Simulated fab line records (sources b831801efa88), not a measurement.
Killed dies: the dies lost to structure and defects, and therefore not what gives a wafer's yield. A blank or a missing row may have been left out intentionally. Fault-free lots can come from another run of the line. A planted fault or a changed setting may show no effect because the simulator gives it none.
Comparing a struck lot with a sound one ; flow sky130 ; 22 out of 708 route steps
Sound: the wafers L156.1, L156.2, L156.3. The struck wafers were L168.1, L168.3, L168.6. The cause is named last.
Order at every step that has rows: each side's tool, ch and its chambers, its first start. Under that, the readings that differ: sound wafers ; struck wafers ; difference of the means ; sigmas: that difference in standard deviations of wafers without a fault.
alike: readings whose means differ by less than 2 such deviations, and words and numbers that are the same on both sides. not compared: withheld readings, readings that some wafer has no value for, bounds like >300 that may hide the same value, and numbers for which the record gives no deviation and whose values overlap.
A row with sigmas, a row that says differs or no value, or rows on one side alone: a step with any of these is where the two part. Numbers that don't overlap but have no deviation are shown without sigmas and don't part them. A reading that every wafer of one side lacks parts them only if that side has two wafers or more.

first, 5 steps without rows for these wafers: SKY_VT_ADJUST_HVTP_COAT_02 (resist thk 1140 nm); SKY_VT_ADJUST_HVTP_SOFTBAKE_03 (time 60 s); SKY_VT_ADJUST_HVTP_EXPOSE_04 (exposes mask HVTPM, target cd 380 nm); SKY_VT_ADJUST_HVTP_PEB_05; SKY_VT_ADJUST_HVTP_DEVELOP_06 (develop time 60 s).
SKY_VT_ADJUST_HVTP_CD_MEAS_07: target cd 380 nm.
  struck on cd sem-02, day 9 10:47; sound on cd sem-01, day 6 08:07
  alike: cd nm
SKY_VT_ADJUST_HVTP_OVL_MEAS_08:
  struck on overlay-01, day 9 10:54; sound on overlay-02, day 6 08:14
  alike: VT_ADJUST_HVTP_OVL
next, for these wafers, 1 step has no rows: SKY_VT_ADJUST_HVTP_IMPLANT_09.
SKY_VT_ADJUST_HVTP_STRIP_10: strips in O2/N2.
  sound on plasma asher-03 ch 0,1, day 6 08:25; struck on plasma asher-03 ch 0,1, day 9 11:05
  alike: drypump motor current A, oes product au, strip time to endpoint s
  not compared: rf hours counter h
SKY_VT_ADJUST_HVTP_TW_MEAS_11:
  struck on film metro-01, day 9 11:11; sound on film metro-04, day 6 08:31
  alike: VT_ADJUST_HVTP_TW
then, 2 steps without rows for these wafers: SKY_VT_ADJUST_LVTN_DEHYDRATE_00 (time 60 s); SKY_VT_ADJUST_LVTN_HMDS_01 (prime time 60 s).
SKY_VT_ADJUST_LVTN_COAT_02: resist thk 3000 nm.
  sound on litho track-01 ch 0, day 6 17:11; struck on litho track-01 ch 0, day 9 21:32
reading;sound;struck;difference;sigmas
model.coat_of_VT_ADJUST_LVTN_COAT_02.thk nm (nm);3022 3002 3011;2854 2854 2858;-156;
  alike: exhaust pa
then, 3 steps without rows for these wafers: SKY_VT_ADJUST_LVTN_SOFTBAKE_03; SKY_VT_ADJUST_LVTN_EXPOSE_04 (exposes mask NWM COMPLEMENT LESS NATIVE, target cd 840 nm); SKY_VT_ADJUST_LVTN_PEB_05.
SKY_VT_ADJUST_LVTN_DEVELOP_06: develop time 60 s.
  sound on litho track-03 ch 0; struck on litho track-01 ch 0
reading;sound;struck;difference;sigmas
model.coat_of_VT_ADJUST_LVTN_COAT_02.thk nm (nm);3017 2998 3006;2850 2850 2853;-156;
  alike: exhaust pa
SKY_VT_ADJUST_LVTN_OVL_MEAS_07:
  struck on overlay-02, day 10 09:35; sound on overlay-01, day 7 02:31
reading;sound;struck;difference;sigmas
VT_ADJUST_LVTN_OVL (nm);0.0 -0.1 -2.1;1.8 1.7 3.9;+3.2;+2
next, for these wafers, 1 step has no rows: SKY_VT_ADJUST_LVTN_IMPLANT_08.
SKY_VT_ADJUST_LVTN_STRIP_09: strips in O2/N2.
  sound on plasma asher-01 ch 0,1, day 7 02:47; struck on plasma asher-01 ch 1, day 10 09:46
reading;sound;struck;difference;sigmas
strip time to endpoint s (s);37.17 36.94 37.05;35.22 35.22 35.27;-1.82;-18
  alike: drypump motor current A, oes product au
  not compared: rf hours counter h
SKY_VT_ADJUST_LVTN_TW_MEAS_10:
  struck on film metro-04, day 10 09:52; sound on film metro-04, day 7 02:53
  alike: VT_ADJUST_LVTN_TW
next, for these wafers, 1 step has no rows: SKY_PAD_OPEN_PROBE_99.

WHERE THEY PART
At SKY_VT_ADJUST_LVTN_OVL_MEAS_07 first; at SKY_VT_ADJUST_LVTN_STRIP_09 last (within this record only). Later steps at which nothing parts them and some readings are alike: SKY_VT_ADJUST_LVTN_TW_MEAS_10.

WHY: whatever the simulator had introduced
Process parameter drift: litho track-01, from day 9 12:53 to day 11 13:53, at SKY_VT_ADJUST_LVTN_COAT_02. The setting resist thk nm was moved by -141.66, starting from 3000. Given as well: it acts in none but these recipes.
